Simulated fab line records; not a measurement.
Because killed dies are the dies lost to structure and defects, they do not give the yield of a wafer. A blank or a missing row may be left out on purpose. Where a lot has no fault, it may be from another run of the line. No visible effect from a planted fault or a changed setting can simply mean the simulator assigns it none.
The tool behind it: which one? + flow sky130 + 24 lots, 72 wafers sampled, at 5 steps of a route of 708

WHAT THE GAUGES READ, wafer by wafer
SKY_VIA2_THK_MEAS_01.
| lot  | measured     | on            | VIA2_HDPCVD_THK (nm) |
|------|--------------|---------------|----------------------|
| L074 | day 35 07:07 | film metro-02 | 1199 1192 1174       |
| L075 | day 35 07:59 | film metro-02 | 1171 1172 1194       |
| L076 | day 35 23:14 | film metro-03 | 1169 1180 1183       |
| L077 | day 36 05:29 | film metro-02 | 1185 1169 1166       |
| L078 | day 36 07:16 | film metro-02 | 1176 1191 1192       |
| L080 | day 37 02:04 | film metro-03 | 1190 1186 1196       |
| L079 | day 37 05:26 | film metro-03 | 1169 1174 1157       |
| L081 | day 38 04:40 | film metro-01 | 1175 1171 1150       |
| L082 | day 38 04:45 | film metro-02 | 1188 1187 1190       |
| L083 | day 38 06:16 | film metro-01 | 1171 1182 1184       |
| L084 | day 38 14:49 | film metro-02 | 1168 1159 1174       |
| L085 | day 39 00:51 | film metro-03 | 1196 1184 1175       |
| L086 | day 39 08:29 | film metro-02 | 1178 1169 1171       |
| L087 | day 39 12:56 | film metro-01 | 1189 1192 1193       |
| L088 | day 39 13:57 | film metro-03 | 1159 1184 1182       |
| L089 | day 39 22:11 | film metro-03 | 1163 1167 1181       |
| L090 | day 40 05:09 | film metro-01 | 1179 1184 1183       |
| L091 | day 40 11:37 | film metro-03 | 1151 1170 1161       |
| L092 | day 40 21:59 | film metro-03 | 1186 1193 1186       |
| L093 | day 41 03:49 | film metro-03 | 1190 1190 1193       |
| L094 | day 41 05:26 | film metro-02 | 1191 1170 1164       |
| L095 | day 41 09:36 | film metro-02 | 1184 1187 1183       |
| L096 | day 41 16:02 | film metro-03 | 1187 1187 1179       |
| L097 | day 42 02:58 | film metro-02 | 1160 1177 1177       |

SKY_METAL3_CD_MEAS_13: target cd 300 nm.
| lot  | measured     | on        | cd nm (nm)        |
|------|--------------|-----------|-------------------|
| L074 | day 38 15:49 | cd sem-01 | 301.7 301.6 302.1 |
| L075 | day 38 16:30 | cd sem-01 | 300.4 299.5 299.9 |
| L076 | day 39 06:44 | cd sem-02 | 300.1 300.0 300.9 |
| L077 | day 39 14:05 | cd sem-01 | 299.9 298.8 298.9 |
| L078 | day 39 15:47 | cd sem-02 | 300.0 299.4 301.3 |
| L080 | day 40 08:58 | cd sem-02 | 299.4 298.9 299.6 |
| L079 | day 40 11:34 | cd sem-01 | 302.0 301.6 301.6 |
| L081 | day 41 08:12 | cd sem-02 | 297.9 297.3 298.6 |
| L082 | day 41 09:16 | cd sem-01 | 300.2 298.7 299.4 |
| L083 | day 41 10:14 | cd sem-02 | 298.7 298.4 298.2 |
| L084 | day 41 18:20 | cd sem-02 | 301.2 301.3 301.5 |
| L085 | day 42 04:09 | cd sem-01 | 301.1 300.3 300.0 |
| L086 | day 42 11:12 | cd sem-02 | 299.7 299.2 300.5 |
| L087 | day 42 15:47 | cd sem-01 | 302.2 302.0 301.8 |
| L088 | day 42 17:07 | cd sem-01 | 300.0 300.6 300.5 |
| L089 | day 42 22:50 | cd sem-02 | 301.5 301.0 299.9 |
| L090 | day 43 07:20 | cd sem-01 | 303.2 303.1 304.2 |
| L091 | day 43 13:21 | cd sem-01 | 300.5 299.9 301.4 |
| L092 | day 43 21:29 | cd sem-02 | 298.8 297.4 298.6 |
| L093 | day 44 03:46 | cd sem-02 | 301.3 301.5 301.8 |
| L094 | day 44 05:14 | cd sem-02 | 296.4 295.6 295.5 |
| L095 | day 44 08:56 | cd sem-01 | 296.7 297.7 296.8 |
| L096 | day 44 15:58 | cd sem-01 | 300.8 299.3 300.0 |
| L097 | day 45 01:30 | cd sem-01 | 299.7 298.9 300.7 |

WHICH TOOL RAN EACH LOT (tool, then ch and the chambers of the sampled wafers, then the start)
| lot  | SKY_METAL1_DESCUM_17              | SKY_VIA1_ETCH_14                   | SKY_METAL2_SPUTTER_04        |
|------|-----------------------------------|------------------------------------|------------------------------|
| L074 | rie metal-02 ch 0,1, day 32 21:09 | rie diel-01 ch 0,2,3, day 34 01:20 | pvd sputter-03, day 34 02:50 |
| L075 | rie metal-01 ch 0,1, day 32 22:27 | rie diel-04 ch 2,3, day 34 02:31   | pvd sputter-02, day 34 04:16 |
| L076 | rie metal-01 ch 0,1, day 33 15:04 | rie diel-02 ch 0,1,2, day 34 18:35 | pvd sputter-03, day 34 20:05 |
| L077 | rie metal-04 ch 0,1, day 33 20:49 | rie diel-02 ch 0,1,2, day 35 00:13 | pvd sputter-04, day 35 01:43 |
| L078 | rie metal-02 ch 0,1, day 33 22:35 | rie diel-04 ch 0,2,3, day 35 02:38 | pvd sputter-04, day 35 04:02 |
| L080 | rie metal-01 ch 0, day 34 17:18   | rie diel-04 ch 1,3, day 35 21:25   | pvd sputter-04, day 35 22:52 |
| L079 | rie metal-02 ch 0,1, day 34 20:33 | rie diel-02 ch 0,2,3, day 36 00:35 | pvd sputter-03, day 36 02:34 |
| L081 | rie metal-01 ch 0,1, day 35 19:08 | rie diel-04 ch 2,3, day 36 23:10   | pvd sputter-03, day 37 01:00 |
| L082 | rie metal-04 ch 0,1, day 35 20:06 | rie diel-02 ch 1,2, day 36 23:55   | pvd sputter-04, day 37 01:19 |
| L083 | rie metal-02 ch 1, day 35 21:39   | rie diel-04 ch 0,3, day 37 01:16   | pvd sputter-03, day 37 02:40 |
| L084 | rie metal-01 ch 0, day 36 06:37   | rie diel-04 ch 1,3, day 37 10:01   | pvd sputter-02, day 37 11:25 |
| L085 | rie metal-04 ch 0,1, day 36 17:17 | rie diel-04 ch 0,1,2, day 37 20:35 | pvd sputter-03, day 37 22:01 |
| L086 | rie metal-01 ch 0,1, day 37 00:29 | rie diel-01 ch 0,1, day 38 04:43   | pvd sputter-02, day 38 06:07 |
| L087 | rie metal-02 ch 0,1, day 37 06:05 | rie diel-01 ch 1,3, day 38 09:22   | pvd sputter-03, day 38 11:07 |
| L088 | rie metal-04 ch 0,1, day 37 07:37 | rie diel-04 ch 0,1,3, day 38 10:44 | pvd sputter-02, day 38 12:29 |
| L089 | rie metal-04 ch 0,1, day 37 16:22 | rie diel-04 ch 1,2,3, day 38 19:16 | pvd sputter-03, day 38 20:40 |
| L090 | rie metal-02 ch 0,1, day 37 22:04 | rie diel-02 ch 1,2,3, day 39 01:05 | pvd sputter-03, day 39 02:50 |
| L091 | rie metal-02 ch 0,1, day 38 06:33 | rie diel-04 ch 0,3, day 39 08:34   | pvd sputter-03, day 39 10:05 |
| L092 | rie metal-04 ch 0,1, day 38 16:19 | rie diel-01 ch 0,2,3, day 39 18:20 | pvd sputter-02, day 39 20:16 |
| L093 | rie metal-02 ch 0,1, day 38 22:46 | rie diel-04 ch 0,1,3, day 40 00:53 | pvd sputter-03, day 40 02:21 |
| L094 | rie metal-02 ch 0,1, day 39 00:08 | rie diel-01 ch 1,2, day 40 02:34   | pvd sputter-04, day 40 04:17 |
| L095 | rie metal-01 ch 0,1, day 39 05:44 | rie diel-04 ch 0,1, day 40 06:55   | pvd sputter-02, day 40 08:22 |
| L096 | rie metal-02 ch 0,1, day 39 11:17 | rie diel-04 ch 0,3, day 40 13:19   | pvd sputter-03, day 40 14:43 |
| L097 | rie metal-02 ch 0,1, day 39 21:59 | rie diel-02 ch 1,3, day 41 00:07   | pvd sputter-03, day 41 01:31 |
- SKY_METAL1_DESCUM_17: chemistry O2, time 8 s.
- SKY_VIA1_ETCH_14: etches BARC in N2/H2, stops on SiO2, time 45.9 s, target depth 60 nm.
- SKY_METAL2_SPUTTER_04: material TiN, target thk 70 nm, time 58.3 s.

AS READ BY THE TOOLS THEMSELVES (means over the sampled wafers that have a number; for cases with no such wafer, the mark the record gives instead)
SKY_METAL1_DESCUM_17.
| lot  | tool         | drypump motor current A (A) | oes product au (a.u.) |
|------|--------------|-----------------------------|-----------------------|
| L074 | rie metal-02 | 5.8                         | 0.999                 |
| L075 | rie metal-01 | 5.8                         | 0.996                 |
| L076 | rie metal-01 | 6.2                         | 1.004                 |
| L077 | rie metal-04 | 6.1                         | 1.002                 |
| L078 | rie metal-02 | 5.8                         | 1.001                 |
| L080 | rie metal-01 | 5.4                         | 0.990                 |
| L079 | rie metal-02 | 5.8                         | 0.994                 |
| L081 | rie metal-01 | 6.2                         | 0.999                 |
| L082 | rie metal-04 | 6.2                         | 0.991                 |
| L083 | rie metal-02 | 5.7                         | 1.013                 |
| L084 | rie metal-01 | 5.4                         | 0.996                 |
| L085 | rie metal-04 | 6.2                         | 0.983                 |
| L086 | rie metal-01 | 6.2                         | 0.992                 |
| L087 | rie metal-02 | 6.0                         | 1.003                 |
| L088 | rie metal-04 | 6.2                         | 0.989                 |
| L089 | rie metal-04 | 6.2                         | 0.984                 |
| L090 | rie metal-02 | 5.8                         | 1.014                 |
| L091 | rie metal-02 | 5.8                         | 1.008                 |
| L092 | rie metal-04 | 6.2                         | 0.992                 |
| L093 | rie metal-02 | 6.0                         | 1.004                 |
| L094 | rie metal-02 | 6.0                         | 0.995                 |
| L095 | rie metal-01 | 5.8                         | 0.992                 |
| L096 | rie metal-02 | 6.0                         | 0.993                 |
| L097 | rie metal-02 | 5.9                         | 0.990                 |

SKY_VIA1_ETCH_14.
| lot  | tool        | drypump motor current A (A) | oes product au (a.u.) | throttle valve pct (%) |
|------|-------------|-----------------------------|-----------------------|------------------------|
| L074 | rie diel-01 | 5.9                         | 0.856                 | 13.218                 |
| L075 | rie diel-04 | 5.5                         | 0.859                 | 13.220                 |
| L076 | rie diel-02 | 5.5                         | 0.852                 | 13.211                 |
| L077 | rie diel-02 | 5.5                         | 0.850                 | 13.226                 |
| L078 | rie diel-04 | 5.2                         | 0.855                 | 13.225                 |
| L080 | rie diel-04 | 5.4                         | 0.856                 | 13.227                 |
| L079 | rie diel-02 | 5.3                         | 0.861                 | 13.223                 |
| L081 | rie diel-04 | 5.2                         | 0.854                 | 13.222                 |
| L082 | rie diel-02 | 5.5                         | 0.851                 | 13.224                 |
| L083 | rie diel-04 | 5.0                         | 0.855                 | 13.219                 |
| L084 | rie diel-04 | 5.4                         | 0.854                 | 13.225                 |
| L085 | rie diel-04 | 5.4                         | 0.855                 | 13.222                 |
| L086 | rie diel-01 | 5.4                         | 0.857                 | 13.225                 |
| L087 | rie diel-01 | 5.4                         | 0.856                 | 13.219                 |
| L088 | rie diel-04 | 5.2                         | 0.856                 | 13.231                 |
| L089 | rie diel-04 | 5.5                         | 0.857                 | 13.222                 |
| L090 | rie diel-02 | 5.5                         | 0.856                 | 13.224                 |
| L091 | rie diel-04 | 4.9                         | 0.853                 | 13.229                 |
| L092 | rie diel-01 | 5.9                         | 0.855                 | 13.219                 |
| L093 | rie diel-04 | 5.2                         | 0.858                 | 13.223                 |
| L094 | rie diel-01 | 5.9                         | 0.859                 | 13.229                 |
| L095 | rie diel-04 | 5.1                         | 0.855                 | 13.229                 |
| L096 | rie diel-04 | 4.9                         | 0.848                 | 13.216                 |
| L097 | rie diel-02 | 5.5                         | 0.855                 | 13.223                 |

SKY_METAL2_SPUTTER_04.
| lot  | tool           | throttle valve pct (%) |
|------|----------------|------------------------|
| L074 | pvd sputter-03 | 31.0                   |
| L075 | pvd sputter-02 | 29.9                   |
| L076 | pvd sputter-03 | 31.1                   |
| L077 | pvd sputter-04 | 30.3                   |
| L078 | pvd sputter-04 | 29.7                   |
| L080 | pvd sputter-04 | 29.9                   |
| L079 | pvd sputter-03 | 31.2                   |
| L081 | pvd sputter-03 | 30.8                   |
| L082 | pvd sputter-04 | 29.7                   |
| L083 | pvd sputter-03 | 31.1                   |
| L084 | pvd sputter-02 | 29.8                   |
| L085 | pvd sputter-03 | 31.1                   |
| L086 | pvd sputter-02 | 29.7                   |
| L087 | pvd sputter-03 | 30.6                   |
| L088 | pvd sputter-02 | 29.7                   |
| L089 | pvd sputter-03 | 31.1                   |
| L090 | pvd sputter-03 | 31.2                   |
| L091 | pvd sputter-03 | 30.5                   |
| L092 | pvd sputter-02 | 29.8                   |
| L093 | pvd sputter-03 | 31.0                   |
| L094 | pvd sputter-04 | 30.1                   |
| L095 | pvd sputter-02 | 30.1                   |
| L096 | pvd sputter-03 | 30.4                   |
| L097 | pvd sputter-03 | 31.0                   |

THE ANSWER, worked out from the rows above alone
Rule: the lots themselves supply what counts as usual. Put in order of their means at a reading, lots are off if they are a third of the lots or fewer, leave a main group of 4 or more, and stand apart from it by a gap of 3 or more times the standard deviation of the main group's means; of several such gaps the widest counts. The tables above print the reading to a certain number of digits; a main group whose means all agree to those digits is not used. A lot without any number at a reading at which 4 lots or more have one is off too. The other lots that the step has rows for count as sound. Order of review: gauges by route order, followed by the tools' own readings, for which a lot's mean as printed above is used. The first step at which some lot is off is used, and at that step the reading that is off furthest; a lot without a number counts as furthest.
No lot is off on any of the readings shown, so nothing can be concluded from this.

WHAT WAS PUT IN BY THE SIMULATOR
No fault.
